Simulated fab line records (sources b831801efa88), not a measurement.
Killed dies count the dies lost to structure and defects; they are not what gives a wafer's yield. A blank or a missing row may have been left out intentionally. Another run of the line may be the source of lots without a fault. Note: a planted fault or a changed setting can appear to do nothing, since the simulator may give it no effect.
fab line records	flow gf180mcu
record: lots: 24	wafers: 72	last-day: 34
route steps=602 shown M1@331 V2@385 V3@450 V5@542
lots that met no fault: from a run of the same line without faults
start-h: the number of hours between the record's first day and the start of the first shown wafer of the lot	wait-h: how many hours have passed since the lot's step before this one	" the same as in the row above	L1.1+2: a row that stands for several wafers	- no value present, or no start provided	* or withheld: withheld	< > ~ a bound
route shown NAME@n: NAME is a module with steps in the file, n the number in the route of the first one	usual: the fault-free wafers' mean and standard deviation	same: alike in all rows	chamber/n: place in a boat	sites: readings site by site	_std_site: the standard deviation of these	_edge_site: mean of outer sites minus mean of inner sites	radius-mm: how far each site lies from the wafer's centre	mask NAME#n: copy n	behind: the tool/chamber that last shaped the wafer	hold: the reason the lot was held/the length of the hold in hours/how it ended	device: names the non-switching transistor (n, p or np)	end of line: the same wafers' tests at the end of the route	where a step has no rows: the recipe by itself	killed: at the first sort, the dies lost to defects and structure; wafer yield is something else	map: a wafer's dies, marking killed ones x, the rest . and places with no die _
set.NAME: the setting as run; set.NAME@STEP: as run at that earlier step	model.NAME: the simulator's own value behind a step, which no gauge read
a sample of lots followed through the steps of the route, with each step as a table and each wafer as a row
services: the hour from which a tool's chamber was out of use, counted from the record's first day as start-h (under 0 if before that day), plus the number of hours and why
== steps ==
step: GF_M1_METAL_ETCH_16
recipe: chemistry: Cl2/BCl3	mask-material: KrF	target-depth-nm: 750.8	stop-on: SiO2	pressure-mtorr: 8	icp-w: 800	bias-w: 137.6	Cl2_flow_sccm: 80	bcl3-flow-sccm: 40	time-s: 125.1
usual: bcl3-flow-sccm: 39.99/0.12	drypump-motor-current-A: 5.8/0.48	mfc-cl2-sccm: 79.99/0.24	oes-product-au: 0.987/0.0062	throttle-valve-pct: 28.233/0.0093
same: time-s: 125.1
lot.wafer	tool	chamber	start-h	wait-h	bcl3-flow-sccm	drypump-motor-current-A	mfc-cl2-sccm	oes-product-au	rf-hours-counter-h	throttle-valve-pct
L074.1	rie-metal-01	1	384.25	0.0	40.01	5.6	79.80	0.982	6.3	28.242
L074.2	"	0	"	"	40.16	6.5	80.25	0.970	4.9	28.245
L074.6	"	0	"	"	40.20	6.5	80.05	0.980	-	28.234
L075.4	rie-metal-02	1	388.92	0.1	40.16	5.1	80.22	0.989	-	28.236
L075.5	"	1	"	"	40.26	5.1	80.61	0.982	-	28.240
L075.6	"	0	"	"	39.94	5.7	80.35	0.978	-	28.238
L076.1	rie-metal-03	0	404.43	0.0	40.18	5.4	79.86	0.995	10.9	28.224
L076.2	"	1	"	"	39.85	5.8	80.02	0.986	4.4	28.233
L076.5	"	1	"	"	40.06	5.8	80.09	0.990	-	28.240
L077.1	rie-metal-01	0	414.78	0.0	40.14	6.6	80.21	0.991	5.5	28.237
L077.4	"	1	"	"	40.15	5.5	79.65	0.987	-	28.231
L077.6	"	0	"	"	40.01	6.5	79.94	0.984	-	28.240
L078.2	rie-metal-01	0	420.28	0.0	39.88	6.5	80.07	0.981	5.6	28.223
L078.5	"	0	"	"	39.92	6.6	80.49	0.982	-	28.225
L078.6	"	1	"	"	40.16	5.5	80.30	0.987	-	28.234
L079.2	rie-metal-03	0	430.30	0.0	39.88	5.4	80.29	1.001	11.5	28.207
L079.3	"	0	"	"	39.95	5.4	80.02	1.004	-	28.231
L079.5	"	0	"	"	39.84	5.4	80.19	0.997	-	28.228
L080.2	rie-metal-01	0	439.90	0.0	40.00	6.5	79.88	0.987	6.0	28.238
L080.4	"	0	"	"	39.83	6.6	79.92	0.988	-	28.233
L080.5	"	0	"	"	39.88	6.5	79.30	0.984	-	28.234
L081.3	rie-metal-01	0	450.52	0.1	40.05	6.6	80.41	0.988	-	28.231
L081.4	"	1	"	"	39.86	5.6	79.60	0.988	-	28.228
L081.5	"	1	"	"	39.97	5.5	79.71	0.987	-	28.215
L082.1	rie-metal-01	1	462.20	0.0	40.05	5.6	79.70	0.991	7.8	28.228
L082.3	"	0	"	"	40.12	6.5	80.09	0.990	-	28.229
L082.4	"	1	"	"	40.03	5.6	80.11	0.985	-	28.228
L083.3	rie-metal-03	0	475.91	0.1	40.07	5.4	80.36	0.991	-	28.228
L083.4	"	1	"	"	39.78	5.8	80.16	0.987	-	28.226
L083.6	"	1	"	"	40.05	5.8	79.98	0.987	-	28.239
L085.4	rie-metal-01	1	488.44	0.1	40.08	5.5	79.90	0.985	-	28.236
L085.5	"	0	"	"	39.81	6.6	79.64	0.990	-	28.234
L085.6	"	1	"	"	39.93	5.5	80.16	0.982	-	28.245
L084.2	rie-metal-02	0	489.43	0.0	40.07	5.7	79.67	0.993	10.3	28.225
L084.5	"	1	"	"	39.94	5.1	79.66	0.993	-	28.261
L084.6	"	0	"	"	40.06	5.7	79.99	0.989	-	28.241
L086.2	rie-metal-01	0	496.58	0.0	40.09	6.6	80.27	0.992	7.3	28.218
L086.3	"	1	"	"	40.24	5.6	79.83	0.983	-	28.241
L086.4	"	0	"	"	39.95	6.5	80.11	0.987	-	28.226
L087.1	rie-metal-01	0	502.55	0.0	40.15	6.6	80.03	0.992	7.4	28.230
L087.2	"	1	"	"	40.10	5.6	80.35	0.972	8.8	28.240
L087.6	"	1	"	"	40.12	5.6	80.10	0.980	-	28.246
L088.2	rie-metal-02	1	517.18	0.0	39.88	5.1	79.95	0.988	13.0	28.240
L088.3	"	1	"	"	39.94	5.1	80.20	0.984	-	28.234
L088.6	"	0	"	"	40.07	5.7	80.27	0.988	-	28.239
L089.2	rie-metal-02	0	531.78	0.1	39.72	5.7	79.60	0.987	-	28.231
L089.3	"	0	"	"	39.79	5.7	79.98	0.986	-	28.234
L089.6	"	0	"	"	39.72	5.7	79.77	0.986	-	28.230
L090.1	rie-metal-02	0	536.57	0.0	40.01	5.7	80.17	0.990	11.7	28.238
L090.2	"	0	"	"	40.07	5.7	80.28	0.985	-	28.236
L090.3	"	0	"	"	40.03	5.7	79.93	0.995	-	28.217
L091.2	rie-metal-01	1	541.87	0.0	39.89	5.5	79.91	0.978	10.0	28.253
L091.5	"	1	"	"	40.02	5.6	79.75	0.976	-	28.239
L091.6	"	0	"	"	39.86	6.6	80.08	0.987	-	28.230
L092.1	rie-metal-01	1	548.12	0.0	40.07	5.6	80.02	0.986	10.1	28.222
L092.2	"	0	"	"	39.98	6.5	79.75	0.986	8.8	28.235
L092.4	"	0	"	"	39.99	6.5	79.96	0.994	-	28.236
L093.1	rie-metal-02	0	556.12	0.0	39.80	5.7	79.83	0.993	12.8	28.218
L093.3	"	1	"	"	39.95	5.1	79.63	0.971	-	28.238
L093.5	"	0	"	"	40.15	5.7	79.51	0.985	-	28.221
L094.1	rie-metal-01	0	559.97	0.0	40.12	6.5	80.13	0.995	9.3	28.224
L094.2	"	1	"	"	39.90	5.5	79.91	0.979	10.6	28.242
L094.3	"	1	"	"	39.96	5.6	80.17	0.980	-	28.237
L095.1	rie-metal-03	0	574.00	0.0	40.02	5.4	79.90	0.987	2.3	28.227
L095.2	"	1	"	"	40.19	5.8	80.00	0.986	8.7	28.227
L095.6	"	0	"	"	40.00	5.4	80.12	0.989	-	28.237
L096.2	rie-metal-01	0	576.30	0.0	39.96	6.6	79.90	0.990	9.7	28.247
L096.4	"	0	"	"	39.95	6.6	79.71	0.991	-	28.227
L096.5	"	1	"	"	39.97	5.6	79.92	0.982	-	28.229
L097.1	rie-metal-03	0	580.85	0.0	40.13	5.4	80.03	0.993	2.5	28.215
L097.4	"	0	"	"	39.88	5.4	80.24	0.986	-	28.227
L097.5	"	0	"	"	40.09	5.4	79.98	0.997	-	28.226
step: GF_M1_STRIP_17
recipe: chemistry: O2/N2	power-w: 1400	pressure-mtorr: 1500	platen-temp-c: 250	o2-flow-sccm: 3000	n2-flow-sccm: 300	overash-fraction: 0.5
usual: drypump-motor-current-A: 5.83/0.29	heater-power-w: 323/34	oes-product-au: 0.539/0.0046	strip-time-to-endpoint-s: 7.43/0.047
lot.wafer	tool	chamber	start-h	wait-h	drypump-motor-current-A	heater-power-w	oes-product-au	rf-hours-counter-h	strip-time-to-endpoint-s
L074.1	plasma-asher-01	0	384.38	0.1	5.98	325	0.539	58	7.47
L074.2	"	1	"	"	6.14	330	0.536	58	7.48
L074.6	"	1	"	"	6.15	320	0.543	-	7.50
L075.4	plasma-asher-02	0	389.04	0.1	6.04	284	0.537	-	7.43
L075.5	"	1	"	"	5.98	348	0.530	-	7.39
L075.6	"	0	"	"	6.05	281	0.545	-	7.39
L076.1	plasma-asher-02	0	404.56	0.1	6.06	288	0.540	78	7.38
L076.2	"	1	"	"	5.93	350	0.535	78	7.37
L076.5	"	0	"	"	6.04	286	0.534	-	7.39
L077.1	plasma-asher-03	0	414.91	0.1	5.47	381	0.530	83	7.41
L077.4	"	1	"	"	5.44	284	0.544	-	7.41
L077.6	"	0	"	"	5.47	371	0.534	-	7.39
L078.2	plasma-asher-01	0	420.41	0.1	6.00	316	0.538	62	7.42
L078.5	"	1	"	"	6.17	328	0.541	-	7.45
L078.6	"	0	"	"	6.00	321	0.542	-	7.41
L079.2	plasma-asher-03	1	430.43	0.1	5.44	284	0.535	0	7.29
L079.3	"	1	"	"	5.44	274	0.528	-	7.30
L079.5	"	0	"	"	5.47	377	0.547	-	7.32
L080.2	plasma-asher-02	1	440.03	0.1	5.94	352	0.540	82	7.48
L080.4	"	1	"	"	5.94	346	0.540	-	7.45
L080.5	"	0	"	"	6.04	295	0.534	-	7.40
L081.3	plasma-asher-01	1	450.64	0.1	6.16	324	0.538	-	7.43
L081.4	"	0	"	"	5.99	321	0.536	-	7.47
L081.5	"	1	"	"	6.17	319	0.544	-	7.49
L082.1	plasma-asher-03	0	462.33	0.1	5.47	376	0.543	3	7.44
L082.3	"	0	"	"	5.48	383	0.543	-	7.43
L082.4	"	1	"	"	5.46	282	0.537	-	7.42
L083.3	plasma-asher-03	1	476.03	0.1	5.49	275	0.541	-	7.41
L083.4	"	0	"	"	5.47	381	0.538	-	7.40
L083.6	"	0	"	"	5.48	379	0.539	-	7.37
L085.4	plasma-asher-01	0	488.56	0.1	5.98	323	0.541	-	7.50
L085.5	"	1	"	"	6.15	318	0.540	-	7.42
L085.6	"	0	"	"	5.98	317	0.532	-	7.48
L084.2	plasma-asher-01	1	489.55	0.1	6.16	324	0.535	69	7.41
L084.5	"	0	"	"	5.99	319	0.547	-	7.46
L084.6	"	1	"	"	6.13	327	0.541	-	7.46
L086.2	plasma-asher-03	1	496.70	0.1	5.48	279	0.541	7	7.38
L086.3	"	0	"	"	5.49	381	0.541	-	7.46
L086.4	"	1	"	"	5.47	279	0.539	-	7.40
L087.1	plasma-asher-02	1	502.68	0.1	5.96	356	0.536	89	7.42
L087.2	"	0	"	"	6.05	291	0.535	89	7.54
L087.6	"	1	"	"	5.94	347	0.542	-	7.50
L088.2	plasma-asher-03	0	517.35	0.1	5.45	377	0.541	9	7.45
L088.3	"	1	"	"	5.45	273	0.534	-	7.42
L088.6	"	0	"	"	5.47	369	0.539	-	7.45
L089.2	plasma-asher-03	1	532.00	0.2	5.47	281	0.537	11	7.39
L089.3	"	0	"	"	5.46	373	0.545	-	7.44
L089.6	"	0	"	"	5.47	379	0.537	-	7.43
L090.1	plasma-asher-02	0	536.83	0.2	6.04	287	0.543	92	7.48
L090.2	"	1	"	"	5.96	351	0.542	92	7.47
L090.3	"	0	"	"	6.05	289	0.542	-	7.44
L091.2	plasma-asher-01	0	542.00	0.1	5.99	314	0.541	74	7.52
L091.5	"	0	"	"	6.00	324	0.541	-	7.48
L091.6	"	1	"	"	6.14	326	0.540	-	7.45
L092.1	plasma-asher-03	0	548.25	0.1	5.47	374	0.537	13	7.42
L092.2	"	1	"	"	5.45	266	0.536	13	7.40
L092.4	"	1	"	"	5.46	281	0.534	-	7.38
L093.1	plasma-asher-01	0	556.25	0.1	6.00	316	0.534	76	7.42
L093.3	"	1	"	"	6.15	324	0.536	-	7.48
L093.5	"	0	"	"	6.00	314	0.534	-	7.44
L094.1	plasma-asher-01	0	560.10	0.1	5.99	317	0.539	76	7.42
L094.2	"	1	"	"	6.17	326	0.538	76	7.47
L094.3	"	0	"	"	5.98	314	0.551	-	7.46
L095.1	plasma-asher-01	1	574.13	0.1	6.15	327	0.535	78	7.35
L095.2	"	0	"	"	6.00	321	0.537	78	7.38
L095.6	"	0	"	"	6.00	315	0.531	-	7.36
L096.2	plasma-asher-01	1	576.43	0.1	6.14	318	0.546	78	7.45
L096.4	"	1	"	"	6.14	318	0.534	-	7.46
L096.5	"	0	"	"	5.99	330	0.535	-	7.51
L097.1	plasma-asher-03	1	580.98	0.1	5.46	272	0.542	16	7.42
L097.4	"	0	"	"	5.48	383	0.543	-	7.38
L097.5	"	0	"	"	5.47	383	0.537	-	7.37
step: GF_V2_THK_MEAS_03
recipe: reads: SiO2_of_V2_CVD_02
usual: V2_CVD_02_THK: 845/13
lot.wafer	tool	chamber	start-h	wait-h	V2_CVD_02_THK[nm]
L074.1	film-metro-04	-	435.62	0.0	842
L074.2	"	-	"	"	842
L074.6	"	-	"	"	851
L075.4	film-metro-02	-	440.03	0.0	868
L075.5	"	-	"	"	851
L075.6	"	-	"	"	858
L076.1	film-metro-03	-	457.29	0.0	838
L076.2	"	-	"	"	834
L076.5	"	-	"	"	855
L077.1	film-metro-03	-	467.74	0.0	840
L077.4	"	-	"	"	840
L077.6	"	-	"	"	836
L078.2	film-metro-02	-	472.25	0.0	827
L078.5	"	-	"	"	858
L078.6	"	-	"	"	837
L079.2	film-metro-02	-	483.55	0.0	834
L079.3	"	-	"	"	830
L079.5	"	-	"	"	852
L080.2	film-metro-04	-	491.41	0.0	830
L080.4	"	-	"	"	849
L080.5	"	-	"	"	842
L081.3	film-metro-04	-	502.17	0.1	829
L081.4	"	-	"	"	832
L081.5	"	-	"	"	856
L082.1	film-metro-04	-	514.82	0.0	828
L082.3	"	-	"	"	829
L082.4	"	-	"	"	850
L083.3	film-metro-04	-	526.46	0.1	842
L083.4	"	-	"	"	852
L083.6	"	-	"	"	841
L085.4	film-metro-03	-	541.84	0.0	874
L085.5	"	-	"	"	867
L085.6	"	-	"	"	874
L084.2	film-metro-03	-	542.38	0.0	839
L084.5	"	-	"	"	846
L084.6	"	-	"	"	843
L086.2	film-metro-02	-	548.72	0.0	847
L086.3	"	-	"	"	847
L086.4	"	-	"	"	857
L087.1	film-metro-03	-	553.01	0.0	836
L087.2	"	-	"	"	850
L087.6	"	-	"	"	842
L088.2	film-metro-04	-	566.92	0.0	851
L088.3	"	-	"	"	837
L088.6	"	-	"	"	854
L089.2	film-metro-03	-	581.09	0.0	849
L089.3	"	-	"	"	854
L089.6	"	-	"	"	871
L090.1	film-metro-04	-	585.74	0.0	855
L090.2	"	-	"	"	834
L090.3	"	-	"	"	835
L091.2	film-metro-04	-	590.72	0.0	816
L091.5	"	-	"	"	849
L091.6	"	-	"	"	846
L092.1	film-metro-02	-	596.39	0.0	844
L092.2	"	-	"	"	825
L092.4	"	-	"	"	853
L093.1	film-metro-02	-	603.82	0.0	848
L093.3	"	-	"	"	831
L093.5	"	-	"	"	859
L094.1	film-metro-04	-	607.31	0.0	829
L094.2	"	-	"	"	864
L094.3	"	-	"	"	872
L095.1	film-metro-02	-	620.64	0.0	828
L095.2	"	-	"	"	842
L095.6	"	-	"	"	846
L096.2	film-metro-02	-	621.92	0.1	834
L096.4	"	-	"	"	842
L096.5	"	-	"	"	864
L097.1	film-metro-04	-	626.66	0.0	832
L097.4	"	-	"	"	857
L097.5	"	-	"	"	862
step: GF_V2_CD_MEAS_14
recipe: target-cd-nm: 260
usual: cd-nm: 260.0/1.2
lot.wafer	tool	chamber	start-h	wait-h	cd-nm
L074.1	cd-sem-02	-	460.75	0.1	258.9
L074.2	"	-	"	"	260.1
L074.6	"	-	"	"	259.9
L075.4	cd-sem-02	-	464.69	0.2	259.6
L075.5	"	-	"	"	260.4
L075.6	"	-	"	"	260.2
L076.1	cd-sem-02	-	481.45	0.1	258.8
L076.2	"	-	"	"	258.9
L076.5	"	-	"	"	260.3
L077.1	cd-sem-01	-	492.57	0.2	258.4
L077.4	"	-	"	"	259.0
L077.6	"	-	"	"	258.1
L078.2	cd-sem-01	-	496.41	0.1	261.0
L078.5	"	-	"	"	259.4
L078.6	"	-	"	"	259.7
L079.2	cd-sem-01	-	507.53	0.1	262.9
L079.3	"	-	"	"	262.8
L079.5	"	-	"	"	262.8
L080.2	cd-sem-01	-	516.86	0.1	260.1
L080.4	"	-	"	"	258.8
L080.5	"	-	"	"	260.3
L081.3	cd-sem-02	-	525.78	0.1	262.5
L081.4	"	-	"	"	262.5
L081.5	"	-	"	"	261.7
L082.1	cd-sem-02	-	538.26	0.1	261.5
L082.3	"	-	"	"	261.6
L082.4	"	-	"	"	261.0
L083.3	cd-sem-01	-	549.45	0.1	259.8
L083.4	"	-	"	"	259.1
L083.6	"	-	"	"	260.1
L085.4	cd-sem-02	-	564.21	0.1	259.6
L085.5	"	-	"	"	260.6
L085.6	"	-	"	"	259.4
L084.2	cd-sem-01	-	565.38	0.1	261.5
L084.5	"	-	"	"	260.3
L084.6	"	-	"	"	259.6
L086.2	cd-sem-02	-	571.72	0.1	260.3
L086.3	"	-	"	"	260.2
L086.4	"	-	"	"	259.0
L087.1	cd-sem-02	-	575.95	0.1	261.8
L087.2	"	-	"	"	259.5
L087.6	"	-	"	"	260.9
L088.2	cd-sem-02	-	588.76	0.1	261.4
L088.3	"	-	"	"	259.8
L088.6	"	-	"	"	260.0
L089.2	cd-sem-01	-	602.98	0.1	260.3
L089.3	"	-	"	"	260.6
L089.6	"	-	"	"	261.2
L090.1	cd-sem-01	-	607.10	0.1	258.2
L090.2	"	-	"	"	258.8
L090.3	"	-	"	"	259.4
L091.2	cd-sem-02	-	612.57	0.1	258.7
L091.5	"	-	"	"	259.8
L091.6	"	-	"	"	259.4
L092.1	cd-sem-02	-	617.60	0.1	259.2
L092.2	"	-	"	"	258.5
L092.4	"	-	"	"	258.2
L093.1	cd-sem-02	-	625.24	0.1	259.6
L093.3	"	-	"	"	259.7
L093.5	"	-	"	"	259.0
L094.1	cd-sem-01	-	628.69	0.1	258.0
L094.2	"	-	"	"	259.3
L094.3	"	-	"	"	258.7
L095.1	cd-sem-01	-	640.91	0.1	258.4
L095.2	"	-	"	"	259.1
L095.6	"	-	"	"	259.6
L096.2	cd-sem-02	-	641.86	0.1	259.5
L096.4	"	-	"	"	259.9
L096.5	"	-	"	"	260.2
L097.1	cd-sem-01	-	647.61	0.1	260.8
L097.4	"	-	"	"	260.0
L097.5	"	-	"	"	261.1
step: GF_V3_SPUTTER_21
recipe: material: Ti	target-thk-nm: 15	chamber-pressure-pa: 5	power-w: 2500	substrate-temp-c: 200	time-s: 80.02
usual: throttle-valve-pct: 30.4/1
same: time-s: 80.02
lot.wafer	tool	chamber	start-h	wait-h	throttle-valve-pct
L074.1	pvd-sputter-01	-	512.73	0.0	31.0
L074.2	"	-	"	"	31.3
L074.6	"	-	"	"	31.4
L075.4	pvd-sputter-04	-	517.23	0.0	31.9
L075.5	"	-	"	"	30.9
L075.6	"	-	"	"	29.8
L076.1	pvd-sputter-04	-	532.03	0.0	30.9
L076.2	"	-	"	"	29.8
L076.5	"	-	"	"	30.8
L077.1	pvd-sputter-01	-	543.05	0.0	31.0
L077.4	"	-	"	"	31.1
L077.6	"	-	"	"	31.3
L078.2	pvd-sputter-02	-	546.89	0.0	30.8
L078.5	"	-	"	"	31.1
L078.6	"	-	"	"	30.4
L079.2	pvd-sputter-01	-	557.48	0.0	31.2
L079.3	"	-	"	"	31.3
L079.5	"	-	"	"	31.3
L080.2	pvd-sputter-04	-	567.39	0.0	31.7
L080.4	"	-	"	"	30.8
L080.5	"	-	"	"	31.6
L081.3	pvd-sputter-01	-	575.00	0.0	31.2
L081.4	"	-	"	"	28.7
L081.5	"	-	"	"	31.0
L082.1	pvd-sputter-04	-	586.57	0.0	30.9
L082.3	"	-	"	"	31.9
L082.4	"	-	"	"	30.3
L083.3	pvd-sputter-02	-	597.17	0.0	30.1
L083.4	"	-	"	"	30.3
L083.6	"	-	"	"	30.0
L085.4	pvd-sputter-02	-	610.44	0.0	30.4
L085.5	"	-	"	"	29.5
L085.6	"	-	"	"	30.9
L084.2	pvd-sputter-02	-	612.42	0.0	29.3
L084.5	"	-	"	"	30.8
L084.6	"	-	"	"	30.5
L086.2	pvd-sputter-04	-	617.44	0.0	31.3
L086.3	"	-	"	"	31.6
L086.4	"	-	"	"	30.5
L087.1	pvd-sputter-02	-	622.60	0.0	30.2
L087.2	"	-	"	"	29.4
L087.6	"	-	"	"	30.6
L088.2	pvd-sputter-04	-	634.69	0.0	29.8
L088.3	"	-	"	"	30.9
L088.6	"	-	"	"	31.0
L089.2	pvd-sputter-04	-	648.08	0.0	30.0
L089.3	"	-	"	"	31.7
L089.6	"	-	"	"	31.7
L090.1	pvd-sputter-02	-	652.15	0.0	30.8
L090.2	"	-	"	"	30.3
L090.3	"	-	"	"	29.3
L091.2	pvd-sputter-02	-	657.83	0.0	29.2
L091.5	"	-	"	"	30.5
L091.6	"	-	"	"	30.2
L092.1	pvd-sputter-04	-	660.80	0.0	31.7
L092.2	"	-	"	"	29.9
L092.4	"	-	"	"	30.9
L093.1	pvd-sputter-01	-	668.23	0.0	31.3
L093.3	"	-	"	"	31.1
L093.5	"	-	"	"	31.4
L094.1	pvd-sputter-01	-	672.82	0.0	28.4
L094.2	"	-	"	"	31.1
L094.3	"	-	"	"	31.1
L095.1	pvd-sputter-01	-	682.87	0.0	31.2
L095.2	"	-	"	"	28.4
L095.6	"	-	"	"	28.8
L096.2	pvd-sputter-04	-	684.49	0.0	30.8
L096.4	"	-	"	"	29.9
L096.5	"	-	"	"	29.9
L097.1	pvd-sputter-04	-	688.74	0.0	31.7
L097.4	"	-	"	"	29.8
L097.5	"	-	"	"	31.1
step: GF_V5_CVD_02
recipe: material: SiO2	target-thk-nm: 1450	precursor: TEOS	temp-c: 400	time-s: 163.28	rf-w: 600
usual: heater-power-w: 640/81
same: time-s: 163.28
lot.wafer	tool	chamber	start-h	wait-h	heater-power-w
L074.1	pecvd-04	1	607.16	0.1	721
L074.2	"	0	"	"	621
L074.6	"	0	"	"	495
L075.4	pecvd-01	1	610.27	0.1	556
L075.5	"	0	"	"	550
L075.6	"	2	"	"	708
L076.1	pecvd-02	1	623.46	0.1	646
L076.2	"	2	"	"	523
L076.5	"	1	"	"	754
L077.1	pecvd-01	0	635.72	0.1	664
L077.4	"	1	"	"	688
L077.6	"	2	"	"	574
L078.2	pecvd-02	2	637.29	0.0	556
L078.5	"	2	"	"	460
L078.6	"	0	"	"	749
L079.2	pecvd-02	2	647.96	0.0	481
L079.3	"	1	"	"	742
L079.5	"	0	"	"	738
L080.2	pecvd-01	1	655.96	0.0	588
L080.4	"	1	"	"	683
L080.5	"	2	"	"	734
L081.3	pecvd-02	1	662.57	0.0	763
L081.4	"	0	"	"	727
L081.5	"	1	"	"	608
L082.1	pecvd-02	0	672.47	0.1	680
L082.3	"	2	"	"	529
L082.4	"	1	"	"	752
L083.3	pecvd-02	2	681.76	0.0	558
L083.4	"	0	"	"	596
L083.6	"	2	"	"	465
L085.4	pecvd-01	0	693.49	0.1	549
L085.5	"	1	"	"	691
L085.6	"	2	"	"	572
L084.2	pecvd-01	0	695.72	0.0	695
L084.5	"	2	"	"	715
L084.6	"	0	"	"	542
L086.2	pecvd-02	2	700.34	0.0	566
L086.3	"	0	"	"	739
L086.4	"	0	"	"	621
L087.1	pecvd-02	0	705.80	0.1	728
L087.2	"	2	"	"	510
L087.6	"	1	"	"	765
L088.2	pecvd-02	1	716.79	0.0	651
L088.3	"	0	"	"	739
L088.6	"	1	"	"	728
L089.2	pecvd-01	0	727.94	0.0	648
L089.3	"	1	"	"	613
L089.6	"	2	"	"	584
L090.1	pecvd-02	0	732.93	0.1	751
L090.2	"	1	"	"	741
L090.3	"	2	"	"	578
L091.2	pecvd-02	2	734.81	0.0	553
L091.5	"	2	"	"	580
L091.6	"	1	"	"	742
L092.1	pecvd-04	1	738.87	0.1	672
L092.2	"	0	"	"	618
L092.4	"	0	"	"	516
L093.1	pecvd-04	1	745.45	0.1	601
L093.3	"	0	"	"	546
L093.5	"	0	"	"	599
L094.1	pecvd-01	1	750.50	0.1	656
L094.2	"	2	"	"	740
L094.3	"	0	"	"	581
L095.1	pecvd-01	2	759.26	0.1	685
L095.2	"	1	"	"	614
L095.6	"	0	"	"	653
L096.2	pecvd-02	2	759.39	0.0	562
L096.4	"	2	"	"	465
L096.5	"	0	"	"	615
L097.1	pecvd-01	2	764.66	0.1	710
L097.4	"	1	"	"	676
L097.5	"	1	"	"	577
== services ==
tool	chamber	start-h	hours	kind
pvd-sputter-02	-	366.32	24.3	repair
pvd-sputter-01	-	392.50	3.0	repair
pvd-sputter-01	-	397.37	7.8	repair
pecvd-02	-	408.22	1.0	repair
plasma-asher-03	-	421.25	9.0	pm
pvd-sputter-04	-	424.45	5.1	repair
pvd-sputter-01	-	442.05	3.8	repair
pecvd-02	-	444.16	1.7	repair
pecvd-02	-	487.11	1.0	repair
pecvd-02	-	504.16	0.6	repair
pecvd-01	1	516.13	3.0	repair
pecvd-01	2	538.32	2.0	repair
pecvd-02	-	547.11	2.8	pm
pecvd-01	2	555.89	3.9	repair
plasma-asher-01	-	583.00	2.4	repair
pecvd-01	-	591.12	14.0	pm
rie-metal-01	1	617.60	3.6	repair
pecvd-01	-	648.55	6.0	pm
pvd-sputter-04	-	669.10	1.0	repair
pvd-sputter-04	-	675.73	8.0	repair
rie-metal-01	-	681.53	2.8	pm
rie-metal-01	1	700.04	4.3	repair
pecvd-01	0	761.57	3.8	repair
rie-metal-01	1	762.37	47.8	repair
== key ==
fault none
